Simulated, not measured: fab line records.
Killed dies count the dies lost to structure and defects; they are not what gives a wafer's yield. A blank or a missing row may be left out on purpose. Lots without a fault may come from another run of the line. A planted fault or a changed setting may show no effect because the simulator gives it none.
Chamber matching :: flow gf180mcu :: 4 sister chambers for GF_POLY_GATE_ETCH_13 on rie_si-01
The step etches poly-Si in HBr/Cl2, stops on SiO2, target depth 198.5 nm, time 69.6 s. 8 wafers are shown with their chamber, then 8 later ones without.

## WAFERS PAIRED WITH THEIR CHAMBERS
wafer: L471.6
chamber: 0
drypump_motor_current_A (A): 5.8
run_length_s (s): 97.6

wafer: L474.1
chamber: 1
drypump_motor_current_A (A): 5.8
run_length_s (s): 98.7

wafer: L474.4
chamber: 3
drypump_motor_current_A (A): 5.9
run_length_s (s): 97.9

wafer: L474.6
chamber: 2
drypump_motor_current_A (A): 5.2
run_length_s (s): 97.5

wafer: L475.1
chamber: 0
drypump_motor_current_A (A): 5.8
run_length_s (s): 97.6

wafer: L475.4
chamber: 2
drypump_motor_current_A (A): 5.2
run_length_s (s): 97.7

wafer: L475.5
chamber: 3
drypump_motor_current_A (A): 6.0
run_length_s (s): 97.8

wafer: L485.2
chamber: 1
drypump_motor_current_A (A): 5.8
run_length_s (s): 98.6

## WAFERS WITH NO CHAMBER GIVEN
wafer: L485.5
drypump_motor_current_A (A): 5.8
run_length_s (s): 98.0

wafer: L485.6
drypump_motor_current_A (A): 5.9
run_length_s (s): 97.8

wafer: L489.1
drypump_motor_current_A (A): 6.0
run_length_s (s): 98.0

wafer: L489.2
drypump_motor_current_A (A): 5.8
run_length_s (s): 98.1

wafer: L489.5
drypump_motor_current_A (A): 5.2
run_length_s (s): 97.5

wafer: L490.2
drypump_motor_current_A (A): 5.7
run_length_s (s): 98.4

wafer: L490.3
drypump_motor_current_A (A): 5.9
run_length_s (s): 98.3

wafer: L490.4
drypump_motor_current_A (A): 5.2
run_length_s (s): 97.9

## WHICH CHAMBER EACH ONE RAN IN
wafer: L485.5
from the rows above: can't be placed: 3 or 0
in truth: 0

wafer: L485.6
from the rows above: 3
in truth: 3

wafer: L489.1
from the rows above: 3
in truth: 3

wafer: L489.2
from the rows above: can't be placed: 3 or 0 or 1
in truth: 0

wafer: L489.5
from the rows above: 2
in truth: 2

wafer: L490.2
from the rows above: 1
in truth: 1

wafer: L490.3
from the rows above: can't be placed: 1 or 3
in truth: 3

wafer: L490.4
from the rows above: 2
in truth: 2
Correct placement for 5 of the 8. Cannot be placed on the basis of these rows: 3; the candidates contain the true chamber in 3. Number placed wrongly: 0.
How it was worked out, from the rows above alone: a wafer's distance from a chamber is the root of the sum, over the readings, of the square of ((its reading less the chamber's mean) divided by the reading's scatter). The wafer belongs to the nearest chamber; if the next one is less than 2 further off, it can't be placed. The mean given for a chamber averages the wafers shown for that chamber. How the scatter is found: for the shown wafers, subtract from each reading the mean of its chamber, square and add these, divide the total by (wafers less chambers), then take the root.
